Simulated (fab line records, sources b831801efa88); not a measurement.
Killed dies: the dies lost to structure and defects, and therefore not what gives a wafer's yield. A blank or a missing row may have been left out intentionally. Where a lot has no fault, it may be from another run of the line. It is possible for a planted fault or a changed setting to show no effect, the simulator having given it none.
Which tool did it? :: flow sky130 :: 30 wafers from 10 lots sampled at 7 of the route's 708 steps

## WHAT THE GAUGES SHOWED, per wafer
SKY_POLY_GATE_THK_MEAS_04. Usual: POLY_GATE_CVD_03_THK 74.8 nm, standard deviation 0.71.
lot: L275
measured: day 15 18:01
on: film-metro-01
POLY_GATE_CVD_03_THK (nm): 74.9 75.2 74.6
flag: 

lot: L276
measured: day 16 05:07
on: film-metro-03
POLY_GATE_CVD_03_THK (nm): 74.0 74.0 74.0
flag: 

lot: L277
measured: day 16 16:06
on: film-metro-02
POLY_GATE_CVD_03_THK (nm): 75.2 75.5 75.7
flag: 

lot: L278
measured: day 17 04:14
on: film-metro-03
POLY_GATE_CVD_03_THK (nm): 75.7 75.7 75.7
flag: 

lot: L279
measured: day 17 12:37
on: film-metro-01
POLY_GATE_CVD_03_THK (nm): 75.7 76.0 76.2
flag: 

lot: L280
measured: day 17 17:59
on: film-metro-03
POLY_GATE_CVD_03_THK (nm): 75.1 75.0 74.7
flag: 

lot: L284
measured: day 19 07:48
on: film-metro-01
POLY_GATE_CVD_03_THK (nm): 73.7 73.9 73.8
flag: 

lot: L287
measured: day 21 08:40
on: film-metro-01
POLY_GATE_CVD_03_THK (nm): 46.6 45.9 46.3
flag: OFF

lot: L289
measured: day 21 08:40
on: film-metro-03
POLY_GATE_CVD_03_THK (nm): 45.9 45.6 46.5
flag: OFF

lot: L296
measured: day 24 03:21
on: film-metro-02
POLY_GATE_CVD_03_THK (nm): 75.3 74.9 76.0
flag: 

SKY_SD_N_CD_MEAS_07 targets a cd of 380 nm. Usual: cd-nm reads 380.1 nm (standard deviation 2.2).
lot: L275
measured: day 28 16:06
on: cd-sem-01
cd-nm (nm): 382.1 379.2 379.2
flag: 

lot: L276
measured: day 28 23:12
on: cd-sem-01
cd-nm (nm): 381.7 382.7 382.7
flag: 

lot: L277
measured: day 29 03:08
on: cd-sem-01
cd-nm (nm): 376.1 377.3 379.1
flag: 

lot: L278
measured: day 30 00:19
on: cd-sem-01
cd-nm (nm): 378.5 380.2 380.4
flag: 

lot: L279
measured: day 30 04:09
on: cd-sem-02
cd-nm (nm): 383.1 383.2 383.7
flag: 

lot: L280
measured: day 30 05:59
on: cd-sem-02
cd-nm (nm): 376.7 377.8 377.9
flag: 

lot: L284
measured: day 31 14:09
on: cd-sem-01
cd-nm (nm): 380.1 379.7 381.1
flag: 

lot: L287
measured: day 33 14:21
on: cd-sem-02
cd-nm (nm): 379.7 379.0 379.8
flag: 

lot: L289
measured: day 33 13:12
on: cd-sem-01
cd-nm (nm): 384.0 382.6 381.6
flag: 

lot: L296
measured: day 36 03:26
on: cd-sem-01
cd-nm (nm): 377.6 380.0 379.2
flag: 

SKY_CONTACT_THK_MEAS_03. Usual: CONTACT_HDPCVD_THK 565 nm, standard deviation 5.7.
lot: L275
measured: day 31 03:34
on: film-metro-02
CONTACT_HDPCVD_THK (nm): 569 579 568
flag: 

lot: L276
measured: day 31 11:27
on: film-metro-04
CONTACT_HDPCVD_THK (nm): 556 561 562
flag: 

lot: L277
measured: day 31 14:59
on: film-metro-02
CONTACT_HDPCVD_THK (nm): 570 560 563
flag: 

lot: L278
measured: day 32 12:23
on: film-metro-02
CONTACT_HDPCVD_THK (nm): 564 562 565
flag: 

lot: L279
measured: day 32 16:04
on: film-metro-04
CONTACT_HDPCVD_THK (nm): 555 558 562
flag: 

lot: L280
measured: day 32 17:25
on: film-metro-01
CONTACT_HDPCVD_THK (nm): 570 568 568
flag: 

lot: L284
measured: day 34 01:17
on: film-metro-01
CONTACT_HDPCVD_THK (nm): 565 567 562
flag: 

lot: L287
measured: day 36 00:56
on: film-metro-02
CONTACT_HDPCVD_THK (nm): 563 563 563
flag: 

lot: L289
measured: day 35 22:44
on: film-metro-02
CONTACT_HDPCVD_THK (nm): 568 561 562
flag: 

lot: L296
measured: day 38 11:14
on: film-metro-04
CONTACT_HDPCVD_THK (nm): 562 565 561
flag: 

## EACH LOT AND THE TOOL THAT RAN IT (in order: tool; ch and the chambers of the sampled wafers; start)
lot: L275
SKY_POLY_GATE_CVD_03: lpcvd-02 ch 1, day 15 16:39
SKY_POLY_GATE_ETCH_16: rie-diel-02 ch 0,2,3, day 16 22:43
SKY_POLY_CUT_ETCH_11: rie-diel-01 ch 1,2,3, day 25 01:49
SKY_LOCAL_INTERCONNECT_ETCH_13: rie-metal-04 ch 0,1, day 31 02:41

lot: L276
SKY_POLY_GATE_CVD_03: lpcvd-02 ch 0, day 16 03:45
SKY_POLY_GATE_ETCH_16: rie-diel-01 ch 1,2,3, day 17 09:34
SKY_POLY_CUT_ETCH_11: rie-diel-01 ch 1,3, day 25 07:32
SKY_LOCAL_INTERCONNECT_ETCH_13: rie-metal-03 ch 0,1, day 31 10:29

lot: L277
SKY_POLY_GATE_CVD_03: lpcvd-02 ch 0, day 16 14:44
SKY_POLY_GATE_ETCH_16: rie-diel-02 ch 2,3, day 17 21:31
SKY_POLY_CUT_ETCH_11: rie-diel-04 ch 2,3, day 25 11:56
SKY_LOCAL_INTERCONNECT_ETCH_13: rie-metal-02 ch 0,1, day 31 14:05

lot: L278
SKY_POLY_GATE_CVD_03: lpcvd-02 ch 0, day 17 02:51
SKY_POLY_GATE_ETCH_16: rie-diel-03 ch 0,2, day 18 11:40
SKY_POLY_CUT_ETCH_11: rie-diel-04 ch 1,3, day 26 11:03
SKY_LOCAL_INTERCONNECT_ETCH_13: rie-metal-04 ch 0,1, day 32 11:31

lot: L279
SKY_POLY_GATE_CVD_03: lpcvd-02 ch 0, day 17 11:15
SKY_POLY_GATE_ETCH_16: rie-diel-02 ch 1,2,3, day 18 19:22
SKY_POLY_CUT_ETCH_11: rie-diel-04 ch 1,3, day 26 14:21
SKY_LOCAL_INTERCONNECT_ETCH_13: rie-metal-04 ch 0,1, day 32 15:11

lot: L280
SKY_POLY_GATE_CVD_03: lpcvd-02 ch 0, day 17 16:38
SKY_POLY_GATE_ETCH_16: rie-diel-03 ch 0,1,3, day 19 01:43
SKY_POLY_CUT_ETCH_11: rie-diel-04 ch 0,1,3, day 26 17:05
SKY_LOCAL_INTERCONNECT_ETCH_13: rie-metal-03 ch 1, day 32 16:32

lot: L284
SKY_POLY_GATE_CVD_03: lpcvd-02 ch 1, day 19 06:26
SKY_POLY_GATE_ETCH_16: rie-diel-02 ch 0,2, day 20 15:13
SKY_POLY_CUT_ETCH_11: rie-diel-01 ch 2,3, day 28 02:28
SKY_LOCAL_INTERCONNECT_ETCH_13: rie-metal-04 ch 1, day 34 00:19

lot: L287
SKY_POLY_GATE_CVD_03: lpcvd-02 ch 1, day 21 07:18
SKY_POLY_GATE_ETCH_16: rie-diel-02 ch 0,1,2, day 22 14:25
SKY_POLY_CUT_ETCH_11: rie-diel-04 ch 0,1,2, day 30 04:13
SKY_LOCAL_INTERCONNECT_ETCH_13: rie-metal-04 ch 0,1, day 36 00:01

lot: L289
SKY_POLY_GATE_CVD_03: lpcvd-02 ch 1, day 21 07:18
SKY_POLY_GATE_ETCH_16: rie-diel-03 ch 1,3, day 22 13:37
SKY_POLY_CUT_ETCH_11: rie-diel-02 ch 1,3, day 30 03:11
SKY_LOCAL_INTERCONNECT_ETCH_13: rie-metal-02 ch 0,1, day 35 21:50

lot: L296
SKY_POLY_GATE_CVD_03: lpcvd-02 ch 1, day 24 01:58
SKY_POLY_GATE_ETCH_16: rie-diel-03 ch 0,1,3, day 25 08:53
SKY_POLY_CUT_ETCH_11: rie-diel-04 ch 1,2,3, day 32 18:18
SKY_LOCAL_INTERCONNECT_ETCH_13: rie-metal-04 ch 0,1, day 38 10:19
- SKY_POLY_GATE_CVD_03: deposits Si3N4 from DCS/NH3, target thk 75 nm, time 1290 s.
- SKY_POLY_GATE_ETCH_16: etches Si3N4 in CH3F/O2, stops on poly-Si, time 147.5 s, target depth 75 nm.
- SKY_POLY_CUT_ETCH_11: etches Si3N4 in CF4/CH2F2/Ar, stops on poly-Si, time 42.5 s, target depth 60 nm.
- SKY_LOCAL_INTERCONNECT_ETCH_13: etches BARC in N2/H2, stops on SiO2, time 45.9 s, target depth 60 nm.

## AS READ BY THE TOOLS THEMSELVES (means over the sampled wafers that have a number; for cases with no such wafer, the mark the record gives instead)
SKY_POLY_GATE_CVD_03. Usual: spike-tc-centre-C 771.1 C, standard deviation 1.1; zone-power-bottom-pct 20.9 %, standard deviation 1; zone-power-lower-pct 13.7 %, standard deviation 0.35.
lot: L275
tool: lpcvd-02
spike-tc-centre-C (C): 770.3
zone-power-bottom-pct (%): 19.9
zone-power-lower-pct (%): 13.3
flag: 

lot: L276
tool: lpcvd-02
spike-tc-centre-C (C): 771.3
zone-power-bottom-pct (%): 21.8
zone-power-lower-pct (%): 13.9
flag: 

lot: L277
tool: lpcvd-02
spike-tc-centre-C (C): 770.8
zone-power-bottom-pct (%): 21.6
zone-power-lower-pct (%): 14.0
flag: 

lot: L278
tool: lpcvd-02
spike-tc-centre-C (C): 770.6
zone-power-bottom-pct (%): 21.9
zone-power-lower-pct (%): 13.9
flag: 

lot: L279
tool: lpcvd-02
spike-tc-centre-C (C): 771.0
zone-power-bottom-pct (%): 21.9
zone-power-lower-pct (%): 14.0
flag: 

lot: L280
tool: lpcvd-02
spike-tc-centre-C (C): 770.5
zone-power-bottom-pct (%): 21.6
zone-power-lower-pct (%): 14.0
flag: 

lot: L284
tool: lpcvd-02
spike-tc-centre-C (C): 771.0
zone-power-bottom-pct (%): 19.9
zone-power-lower-pct (%): 13.3
flag: 

lot: L287
tool: lpcvd-02
spike-tc-centre-C (C): 771.8
zone-power-bottom-pct (%): 19.9
zone-power-lower-pct (%): 13.3
flag: 

lot: L289
tool: lpcvd-02
spike-tc-centre-C (C): 771.3
zone-power-bottom-pct (%): 19.6
zone-power-lower-pct (%): 13.4
flag: 

lot: L296
tool: lpcvd-02
spike-tc-centre-C (C): 772.0
zone-power-bottom-pct (%): 19.8
zone-power-lower-pct (%): 13.3
flag: 

SKY_POLY_GATE_ETCH_16. Usual: O2_flow_sccm 29.98 sccm, standard deviation 0.092; drypump-motor-current-A 5.8 A, standard deviation 0.4; oes-product-au 0.639 a.u., standard deviation 0.0051; throttle-valve-pct 10.535 %, standard deviation 0.0086.
lot: L275
tool: rie-diel-02
O2_flow_sccm (sccm): 29.98
drypump-motor-current-A (A): 5.9
oes-product-au (a.u.): 0.638
throttle-valve-pct (%): 10.537
flag: 

lot: L276
tool: rie-diel-01
O2_flow_sccm (sccm): 29.97
drypump-motor-current-A (A): 5.4
oes-product-au (a.u.): 0.638
throttle-valve-pct (%): 10.531
flag: 

lot: L277
tool: rie-diel-02
O2_flow_sccm (sccm): 29.88
drypump-motor-current-A (A): 6.0
oes-product-au (a.u.): 0.647
throttle-valve-pct (%): 10.543
flag: 

lot: L278
tool: rie-diel-03
O2_flow_sccm (sccm): 30.02
drypump-motor-current-A (A): 6.0
oes-product-au (a.u.): 0.642
throttle-valve-pct (%): 10.534
flag: 

lot: L279
tool: rie-diel-02
O2_flow_sccm (sccm): 30.01
drypump-motor-current-A (A): 5.9
oes-product-au (a.u.): 0.649
throttle-valve-pct (%): 10.529
flag: 

lot: L280
tool: rie-diel-03
O2_flow_sccm (sccm): 30.00
drypump-motor-current-A (A): 5.7
oes-product-au (a.u.): 0.639
throttle-valve-pct (%): 10.539
flag: 

lot: L284
tool: rie-diel-02
O2_flow_sccm (sccm): 29.93
drypump-motor-current-A (A): 5.9
oes-product-au (a.u.): 0.638
throttle-valve-pct (%): 10.530
flag: 

lot: L287
tool: rie-diel-02
O2_flow_sccm (sccm): 30.03
drypump-motor-current-A (A): 5.8
oes-product-au (a.u.): 0.541
throttle-valve-pct (%): 10.532
flag: OFF

lot: L289
tool: rie-diel-03
O2_flow_sccm (sccm): 30.04
drypump-motor-current-A (A): 5.7
oes-product-au (a.u.): 0.544
throttle-valve-pct (%): 10.525
flag: OFF

lot: L296
tool: rie-diel-03
O2_flow_sccm (sccm): 29.95
drypump-motor-current-A (A): 5.7
oes-product-au (a.u.): 0.644
throttle-valve-pct (%): 10.542
flag: 

SKY_POLY_CUT_ETCH_11. Usual: drypump-motor-current-A 5.7 A, standard deviation 0.36; mfc-ar-sccm 150.0 sccm, standard deviation 0.51; oes-product-au 0.828 a.u., standard deviation 0.0064; throttle-valve-pct 14.993 %, standard deviation 0.0087.
lot: L275
tool: rie-diel-01
drypump-motor-current-A (A): 5.4
mfc-ar-sccm (sccm): 149.8
oes-product-au (a.u.): 0.829
throttle-valve-pct (%): 14.996
flag: 

lot: L276
tool: rie-diel-01
drypump-motor-current-A (A): 5.6
mfc-ar-sccm (sccm): 150.0
oes-product-au (a.u.): 0.823
throttle-valve-pct (%): 14.989
flag: 

lot: L277
tool: rie-diel-04
drypump-motor-current-A (A): 5.5
mfc-ar-sccm (sccm): 150.8
oes-product-au (a.u.): 0.833
throttle-valve-pct (%): 14.986
flag: 

lot: L278
tool: rie-diel-04
drypump-motor-current-A (A): 5.5
mfc-ar-sccm (sccm): 149.9
oes-product-au (a.u.): 0.833
throttle-valve-pct (%): 14.993
flag: 

lot: L279
tool: rie-diel-04
drypump-motor-current-A (A): 5.5
mfc-ar-sccm (sccm): 149.8
oes-product-au (a.u.): 0.835
throttle-valve-pct (%): 14.993
flag: 

lot: L280
tool: rie-diel-04
drypump-motor-current-A (A): 5.7
mfc-ar-sccm (sccm): 150.1
oes-product-au (a.u.): 0.832
throttle-valve-pct (%): 14.992
flag: 

lot: L284
tool: rie-diel-01
drypump-motor-current-A (A): 5.2
mfc-ar-sccm (sccm): 150.1
oes-product-au (a.u.): 0.826
throttle-valve-pct (%): 14.992
flag: 

lot: L287
tool: rie-diel-04
drypump-motor-current-A (A): 5.7
mfc-ar-sccm (sccm): 149.9
oes-product-au (a.u.): 0.656
throttle-valve-pct (%): 14.969
flag: OFF

lot: L289
tool: rie-diel-02
drypump-motor-current-A (A): 5.9
mfc-ar-sccm (sccm): 150.0
oes-product-au (a.u.): 0.656
throttle-valve-pct (%): 14.978
flag: OFF

lot: L296
tool: rie-diel-04
drypump-motor-current-A (A): 5.5
mfc-ar-sccm (sccm): 149.4
oes-product-au (a.u.): 0.830
throttle-valve-pct (%): 14.997
flag: 

SKY_LOCAL_INTERCONNECT_ETCH_13. Usual: drypump-motor-current-A 5.7 A, standard deviation 0.35; h2-flow-sccm 200.0 sccm, standard deviation 0.63; oes-product-au 0.855 a.u., standard deviation 0.0047; throttle-valve-pct 13.226 %, standard deviation 0.0095.
lot: L275
tool: rie-metal-04
drypump-motor-current-A (A): 5.7
h2-flow-sccm (sccm): 200.2
oes-product-au (a.u.): 0.857
throttle-valve-pct (%): 13.234
flag: 

lot: L276
tool: rie-metal-03
drypump-motor-current-A (A): 5.9
h2-flow-sccm (sccm): 199.3
oes-product-au (a.u.): 0.853
throttle-valve-pct (%): 13.222
flag: 

lot: L277
tool: rie-metal-02
drypump-motor-current-A (A): 5.8
h2-flow-sccm (sccm): 200.3
oes-product-au (a.u.): 0.855
throttle-valve-pct (%): 13.222
flag: 

lot: L278
tool: rie-metal-04
drypump-motor-current-A (A): 5.7
h2-flow-sccm (sccm): 200.0
oes-product-au (a.u.): 0.854
throttle-valve-pct (%): 13.228
flag: 

lot: L279
tool: rie-metal-04
drypump-motor-current-A (A): 5.4
h2-flow-sccm (sccm): 200.0
oes-product-au (a.u.): 0.862
throttle-valve-pct (%): 13.245
flag: 

lot: L280
tool: rie-metal-03
drypump-motor-current-A (A): 5.6
h2-flow-sccm (sccm): 199.6
oes-product-au (a.u.): 0.854
throttle-valve-pct (%): 13.224
flag: 

lot: L284
tool: rie-metal-04
drypump-motor-current-A (A): 5.2
h2-flow-sccm (sccm): 200.0
oes-product-au (a.u.): 0.860
throttle-valve-pct (%): 13.219
flag: 

lot: L287
tool: rie-metal-04
drypump-motor-current-A (A): 5.5
h2-flow-sccm (sccm): 200.5
oes-product-au (a.u.): 0.851
throttle-valve-pct (%): 13.237
flag: 

lot: L289
tool: rie-metal-02
drypump-motor-current-A (A): 5.8
h2-flow-sccm (sccm): 199.8
oes-product-au (a.u.): 0.848
throttle-valve-pct (%): 13.217
flag: 

lot: L296
tool: rie-metal-04
drypump-motor-current-A (A): 5.7
h2-flow-sccm (sccm): 200.1
oes-product-au (a.u.): 0.854
throttle-valve-pct (%): 13.227
flag: 

## THE ANSWER, worked out from the rows above alone
Rule: a lot is off if the mean of its wafers that have a number lies more than 3 standard deviations from the usual mean. A lot without any number at a reading at which 4 lots or more have one is off too. All remaining lots with rows at the step are treated as sound. First the gauges in route order, then the tools' own readings, where a lot's mean is used as printed above. The first step at which some lot is off is used, and at that step the reading that is off furthest; a lot without a number counts as furthest.
Off: L287, L289, at SKY_POLY_GATE_THK_MEAS_04 (POLY_GATE_CVD_03_THK).
A tool fits if, at a process step before that reading, it ran every lot that is off, and no sound lot after the first of them. The gauges at SKY_POLY_GATE_THK_MEAS_04 aren't tried: what is off there is off at SKY_POLY_GATE_ETCH_16 too, on other tools, and a gauge's error can't cause that. No candidate that was tried fits.

## WHAT THE SIMULATOR PUT IN
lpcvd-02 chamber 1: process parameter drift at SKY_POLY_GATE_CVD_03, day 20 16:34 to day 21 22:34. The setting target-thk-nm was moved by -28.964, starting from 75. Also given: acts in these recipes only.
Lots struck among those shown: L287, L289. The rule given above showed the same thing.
